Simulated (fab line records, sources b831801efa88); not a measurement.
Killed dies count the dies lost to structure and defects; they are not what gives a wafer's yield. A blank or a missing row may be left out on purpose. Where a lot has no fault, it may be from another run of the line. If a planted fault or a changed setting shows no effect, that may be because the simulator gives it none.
Which of the tools did it? | flow gf180mcu | Sampling: 24 lots, 72 wafers, 6 of 602 route steps

## WHAT THE GAUGES READ, wafer by wafer
GF_M1_OVL_MEAS_15. Usual: M1_OVL typically reads -1 nm, with standard deviation 5.9.
lot  | measured     | on         | M1_OVL (nm) | flag
L074 | day 17 05:25 | overlay-01 | -1 -5 0     |
L075 | day 17 12:39 | overlay-02 | -6 -7 -9    |
L076 | day 17 22:58 | overlay-02 | -3 -1 -3    |
L077 | day 18 11:27 | overlay-01 | 2 0 4       |
L078 | day 18 17:02 | overlay-01 | -9 -6 -8    |
L079 | day 19 07:19 | overlay-01 | -4 -4 -4    |
L080 | day 19 17:08 | overlay-02 | 1 5 0       |
L081 | day 20 00:45 | overlay-01 | 5 5 5       |
L082 | day 20 05:39 | overlay-01 | -7 -8 -12   |
L083 | day 20 17:06 | overlay-02 | -8 -10 -5   |
L084 | day 21 02:51 | overlay-02 | 2 -1 8      |
L085 | day 21 09:16 | overlay-01 | 3 -1 1      |
L086 | day 21 10:07 | overlay-02 | -5 -3 -6    |
L087 | day 22 02:34 | overlay-01 | 6 1 -2      |
L088 | day 22 08:28 | overlay-01 | 5 1 11      |
L089 | day 22 18:43 | overlay-02 | 0 3 3       |
L090 | day 22 22:54 | overlay-02 | -11 -4 -3   |
L091 | day 23 07:43 | overlay-01 | 2 -1 -7     |
L092 | day 23 16:37 | overlay-01 | -9 -14 -11  |
L093 | day 24 01:22 | overlay-01 | 9 9 14      |
L094 | day 24 06:21 | overlay-02 | -3 -7 -4    |
L095 | day 24 13:55 | overlay-02 | 1 1 2       |
L096 | day 25 01:46 | overlay-02 | -13 -5 -6   |
L097 | day 25 02:07 | overlay-02 | 8 6 4       |

GF_TOP_METAL_OVL_MEAS_15. Usual: TOP_METAL_OVL typically reads -1.7 nm, with standard deviation 1.2.
lot  | measured     | on         | TOP_METAL_OVL (nm) | flag
L074 | day 28 05:45 | overlay-02 | -2.0 -0.8 -0.9     |
L075 | day 28 10:46 | overlay-02 | -1.5 -2.8 -2.8     |
L076 | day 28 21:40 | overlay-02 | -0.9 -1.7 0.1      |
L077 | day 29 05:49 | overlay-02 | -0.3 0.0 -0.1      |
L078 | day 29 10:01 | overlay-02 | -2.1 -2.0 -1.0     |
L079 | day 29 22:58 | overlay-01 | -0.7 -0.2 1.0      |
L080 | day 30 04:51 | overlay-01 | -1.2 0.1 -1.4      |
L081 | day 30 10:59 | overlay-02 | -2.4 -3.0 -2.8     |
L082 | day 30 15:32 | overlay-01 | -1.6 -3.5 -1.2     |
L083 | day 30 22:56 | overlay-01 | -0.9 -1.4 -1.3     |
L084 | day 31 07:44 | overlay-01 | -0.1 0.9 -0.9      |
L085 | day 31 13:26 | overlay-02 | -3.3 -1.7 -2.6     |
L086 | day 31 12:01 | overlay-01 | -3.9 -1.8 -2.1     |
L087 | day 32 01:01 | overlay-01 | -1.8 -2.3 -1.6     |
L088 | day 32 04:49 | overlay-01 | -2.5 -3.5 -2.5     |
L089 | day 32 11:43 | overlay-02 | -4.5 -1.5 -2.4     |
L090 | day 32 16:46 | overlay-02 | 0.1 -0.5 -1.0      |
L091 | day 32 21:01 | overlay-01 | -3.6 -3.5 -3.1     |
L092 | day 33 04:45 | overlay-02 | 0.0 -1.2 -2.5      |
L093 | day 33 09:26 | overlay-02 | -2.9 -1.6 -2.7     |
L094 | day 33 13:46 | overlay-01 | -1.7 -1.1 -1.9     |
L095 | day 33 19:10 | overlay-01 | -1.8 -1.7 -2.1     |
L096 | day 34 03:10 | overlay-02 | -2.6 -2.7 -1.7     |
L097 | day 34 04:37 | overlay-02 | -2.5 -1.3 -2.0     |

## EACH LOT AND THE TOOL THAT RAN IT (in order: tool; ch and the chambers of the sampled wafers; start)
lot  | GF_V1_ETCH_16                      | GF_V2_CMP_04                  | GF_M3_SPUTTER_03             | GF_MIM_SPUTTER_09
L074 | rie_diel-01 ch 1,2,3, day 18 06:26 | cmp-01 ch 0,3, day 19 08:44   | pvd_sputter-03, day 20 11:37 | pvd_sputter-03, day 24 14:56
L075 | rie_diel-01 ch 0,2, day 18 13:44   | cmp-01 ch 1,2,3, day 19 16:45 | pvd_sputter-01, day 20 19:00 | pvd_sputter-01, day 24 20:50
L076 | rie_diel-03 ch 0,2,3, day 19 00:53 | cmp-02 ch 1,2,3, day 20 04:02 | pvd_sputter-01, day 21 05:46 | pvd_sputter-01, day 25 08:59
L077 | rie_diel-03 ch 0,2, day 19 13:26   | cmp-02 ch 1,2,3, day 20 16:31 | pvd_sputter-02, day 21 18:08 | pvd_sputter-02, day 25 17:46
L078 | rie_diel-03 ch 0,1,3, day 19 18:39 | cmp-02 ch 1,2, day 20 22:04   | pvd_sputter-03, day 21 23:47 | pvd_sputter-03, day 25 22:31
L079 | rie_diel-01 ch 1,2, day 20 09:29   | cmp-01 ch 1,2, day 21 12:10   | pvd_sputter-03, day 22 13:35 | pvd_sputter-03, day 26 12:52
L080 | rie_diel-03 ch 0,2,3, day 20 18:56 | cmp-02 ch 0,2,3, day 21 21:09 | pvd_sputter-01, day 22 22:29 | pvd_sputter-03, day 26 20:16
L081 | rie_diel-04 ch 1,2,3, day 21 02:14 | cmp-01 ch 1,2,3, day 22 03:55 | pvd_sputter-03, day 23 05:14 | pvd_sputter-03, day 27 01:56
L082 | rie_diel-01 ch 1,2,3, day 21 07:11 | cmp-01 ch 1,2,3, day 22 09:56 | pvd_sputter-01, day 23 10:55 | pvd_sputter-01, day 27 07:19
L083 | rie_diel-01 ch 0,1, day 21 18:31   | cmp-02 ch 0,1, day 22 21:07   | pvd_sputter-03, day 23 21:40 | pvd_sputter-03, day 27 15:55
L084 | rie_diel-04 ch 1,3, day 22 03:55   | cmp-01 ch 0,1,3, day 23 05:59 | pvd_sputter-03, day 24 06:49 | pvd_sputter-03, day 28 01:16
L085 | rie_diel-01 ch 1,2,3, day 22 10:20 | cmp-01 ch 0,1,2, day 23 11:57 | pvd_sputter-03, day 24 12:45 | pvd_sputter-01, day 28 07:13
L086 | rie_diel-03 ch 1,3, day 22 11:02   | cmp-01 ch 0,2,3, day 23 12:33 | pvd_sputter-02, day 24 13:03 | pvd_sputter-03, day 28 06:37
L087 | rie_diel-03 ch 0,2,3, day 23 03:22 | cmp-02 ch 1,3, day 24 04:35   | pvd_sputter-02, day 25 04:42 | pvd_sputter-02, day 28 21:35
L088 | rie_diel-03 ch 0,1,3, day 23 08:41 | cmp-01 ch 0,1,2, day 24 09:53 | pvd_sputter-02, day 25 09:08 | pvd_sputter-02, day 29 00:34
L089 | rie_diel-03 ch 2,3, day 23 19:11   | cmp-02 ch 0,2, day 24 19:11   | pvd_sputter-03, day 25 18:11 | pvd_sputter-01, day 29 08:41
L090 | rie_diel-01 ch 0,2,3, day 23 22:47 | cmp-02 ch 0,2,3, day 25 00:13 | pvd_sputter-01, day 25 23:46 | pvd_sputter-01, day 29 14:45
L091 | rie_diel-01 ch 0,3, day 24 07:44   | cmp-01 ch 1,2,3, day 25 08:17 | pvd_sputter-03, day 26 07:44 | pvd_sputter-03, day 29 20:38
L092 | rie_diel-03 ch 0,1,2, day 24 16:19 | cmp-01 ch 1,3, day 25 16:29   | pvd_sputter-02, day 26 15:40 | pvd_sputter-03, day 30 04:25
L093 | rie_diel-03 ch 0,2,3, day 25 00:32 | cmp-02 ch 0,1,3, day 26 00:27 | pvd_sputter-03, day 26 22:46 | pvd_sputter-03, day 30 10:38
L094 | rie_diel-04 ch 0,1,3, day 25 05:53 | cmp-01 ch 1,2,3, day 26 05:43 | pvd_sputter-01, day 27 04:00 | pvd_sputter-02, day 30 15:00
L095 | rie_diel-03 ch 1,2,3, day 25 12:20 | cmp-02 ch 1,2,3, day 26 12:05 | pvd_sputter-02, day 27 10:41 | pvd_sputter-01, day 30 21:19
L096 | rie_diel-04 ch 1,2, day 26 00:23   | cmp-01 ch 2,3, day 26 23:11   | pvd_sputter-01, day 27 21:48 | pvd_sputter-01, day 31 07:08
L097 | rie_diel-01 ch 0,3, day 26 00:56   | cmp-02 ch 0,1,3, day 27 00:20 | pvd_sputter-01, day 27 23:02 | pvd_sputter-03, day 31 08:31
- GF_V1_ETCH_16: etches BARC in N2/H2.
- GF_V2_CMP_04: polishes SiO2.
- GF_M3_SPUTTER_03: material Ti, target thk 10 nm, time 6.7 s.
- GF_MIM_SPUTTER_09: material TiN, target thk 35 nm, time 29.2 s.

## WHAT THE TOOLS THEMSELVES READ (means of the sampled wafers that have a number; where no wafer has one, the mark that the record gives instead)
GF_V1_ETCH_16. Usual: drypump_motor_current_A 5.7 A, standard deviation 0.47; oes_product_au 0.854 a.u., standard deviation 0.0053; throttle_valve_pct 13.224 %, standard deviation 0.0097.
lot  | tool        | drypump_motor_current_A (A) | oes_product_au (a.u.) | throttle_valve_pct (%) | flag
L074 | rie_diel-01 | 5.5                         | 0.850                 | 13.226                 |
L075 | rie_diel-01 | 5.0                         | 0.855                 | 13.230                 |
L076 | rie_diel-03 | 5.9                         | 0.855                 | 13.232                 |
L077 | rie_diel-03 | 6.2                         | 0.855                 | 13.227                 |
L078 | rie_diel-03 | 6.2                         | 0.854                 | 13.226                 |
L079 | rie_diel-01 | 5.2                         | 0.851                 | 13.224                 |
L080 | rie_diel-03 | 6.0                         | 0.853                 | 13.230                 |
L081 | rie_diel-04 | 5.8                         | 0.858                 | 13.227                 |
L082 | rie_diel-01 | 5.5                         | 0.856                 | 13.220                 |
L083 | rie_diel-01 | 5.2                         | 0.854                 | 13.228                 |
L084 | rie_diel-04 | 5.8                         | 0.853                 | 13.223                 |
L085 | rie_diel-01 | 5.5                         | 0.858                 | 13.223                 |
L086 | rie_diel-03 | 6.0                         | 0.855                 | 13.231                 |
L087 | rie_diel-03 | 6.0                         | 0.852                 | 13.220                 |
L088 | rie_diel-03 | 6.1                         | 0.854                 | 13.218                 |
L089 | rie_diel-03 | 5.8                         | 0.848                 | 13.221                 |
L090 | rie_diel-01 | 5.4                         | 0.861                 | 13.231                 |
L091 | rie_diel-01 | 5.7                         | 0.850                 | 13.220                 |
L092 | rie_diel-03 | 5.9                         | 0.854                 | 13.222                 |
L093 | rie_diel-03 | 6.0                         | 0.857                 | 13.224                 |
L094 | rie_diel-04 | 5.7                         | 0.850                 | 13.221                 |
L095 | rie_diel-03 | 5.7                         | 0.852                 | 13.226                 |
L096 | rie_diel-04 | 5.8                         | 0.856                 | 13.215                 |
L097 | rie_diel-01 | 5.7                         | 0.854                 | 13.243                 |

GF_V2_CMP_04. Usual: motor_current_A 11.7 A, standard deviation 1.3; time_to_endpoint_s 82 s, standard deviation 5.5.
lot  | tool   | motor_current_A (A) | time_to_endpoint_s (s) | flag
L074 | cmp-01 | 9.9                 | 76                     |
L075 | cmp-01 | 12.1                | 82                     |
L076 | cmp-02 | 12.4                | 85                     |
L077 | cmp-02 | 11.9                | 82                     |
L078 | cmp-02 | 12.4                | 85                     |
L079 | cmp-01 | 12.9                | 85                     |
L080 | cmp-02 | 12.0                | 83                     |
L081 | cmp-01 | 11.7                | 85                     |
L082 | cmp-01 | 11.6                | 87                     |
L083 | cmp-02 | 13.4                | 83                     |
L084 | cmp-01 | 11.2                | 84                     |
L085 | cmp-01 | 11.8                | 79                     |
L086 | cmp-01 | 10.8                | 83                     |
L087 | cmp-02 | 13.3                | 79                     |
L088 | cmp-01 | 11.2                | 82                     |
L089 | cmp-02 | 11.4                | 83                     |
L090 | cmp-02 | 11.6                | 79                     |
L091 | cmp-01 | 11.4                | 80                     |
L092 | cmp-01 | 11.4                | 82                     |
L093 | cmp-02 | 12.1                | 82                     |
L094 | cmp-01 | 11.5                | 79                     |
L095 | cmp-02 | 12.4                | 86                     |
L096 | cmp-01 | 12.0                | 83                     |
L097 | cmp-02 | 12.2                | 79                     |

GF_M3_SPUTTER_03. Usual: throttle_valve_pct reads 29.6 % (standard deviation 0.75).
lot  | tool           | throttle_valve_pct (%) | flag
L074 | pvd_sputter-03 | 28.8                   |
L075 | pvd_sputter-01 | 30.0                   |
L076 | pvd_sputter-01 | 29.7                   |
L077 | pvd_sputter-02 | 29.1                   |
L078 | pvd_sputter-03 | 29.2                   |
L079 | pvd_sputter-03 | 29.2                   |
L080 | pvd_sputter-01 | 30.2                   |
L081 | pvd_sputter-03 | 29.4                   |
L082 | pvd_sputter-01 | 30.0                   |
L083 | pvd_sputter-03 | 29.0                   |
L084 | pvd_sputter-03 | 29.3                   |
L085 | pvd_sputter-03 | 29.5                   |
L086 | pvd_sputter-02 | 30.0                   |
L087 | pvd_sputter-02 | 29.2                   |
L088 | pvd_sputter-02 | 30.0                   |
L089 | pvd_sputter-03 | 28.8                   |
L090 | pvd_sputter-01 | 29.8                   |
L091 | pvd_sputter-03 | 28.8                   |
L092 | pvd_sputter-02 | 29.9                   |
L093 | pvd_sputter-03 | 29.0                   |
L094 | pvd_sputter-01 | 30.1                   |
L095 | pvd_sputter-02 | 29.8                   |
L096 | pvd_sputter-01 | 29.9                   |
L097 | pvd_sputter-01 | 30.2                   |

GF_MIM_SPUTTER_09. Usual: throttle_valve_pct reads 29.4 % (standard deviation 0.63).
lot  | tool           | throttle_valve_pct (%) | flag
L074 | pvd_sputter-03 | 29.5                   |
L075 | pvd_sputter-01 | 30.1                   |
L076 | pvd_sputter-01 | 29.7                   |
L077 | pvd_sputter-02 | 29.4                   |
L078 | pvd_sputter-03 | 29.1                   |
L079 | pvd_sputter-03 | 29.3                   |
L080 | pvd_sputter-03 | 29.2                   |
L081 | pvd_sputter-03 | 28.9                   |
L082 | pvd_sputter-01 | 29.7                   |
L083 | pvd_sputter-03 | 29.1                   |
L084 | pvd_sputter-03 | 29.0                   |
L085 | pvd_sputter-01 | 29.3                   |
L086 | pvd_sputter-03 | 29.2                   |
L087 | pvd_sputter-02 | 29.2                   |
L088 | pvd_sputter-02 | 30.1                   |
L089 | pvd_sputter-01 | 29.9                   |
L090 | pvd_sputter-01 | 29.7                   |
L091 | pvd_sputter-03 | 29.0                   |
L092 | pvd_sputter-03 | 29.3                   |
L093 | pvd_sputter-03 | 29.2                   |
L094 | pvd_sputter-02 | 29.9                   |
L095 | pvd_sputter-01 | 29.6                   |
L096 | pvd_sputter-01 | 29.9                   |
L097 | pvd_sputter-03 | 29.1                   |

## THE ANSWER, worked out from the rows above alone
Rule: take the mean of a lot's wafers that have a number; if it is more than 3 standard deviations from the usual mean, the lot is off. A lot without any number at a reading at which 4 lots or more have one is off too. Where the step has rows for the other lots, those lots are counted as sound. Order of review: gauges by route order, followed by the tools' own readings, for which a lot's mean as printed above is used. At the first step where some lot is off, the reading lying furthest off is the one used; lots without a number count as furthest.
Across all readings shown, no lot is off: no conclusion can be drawn from this.

## WHAT THE SIMULATOR HAD PUT IN
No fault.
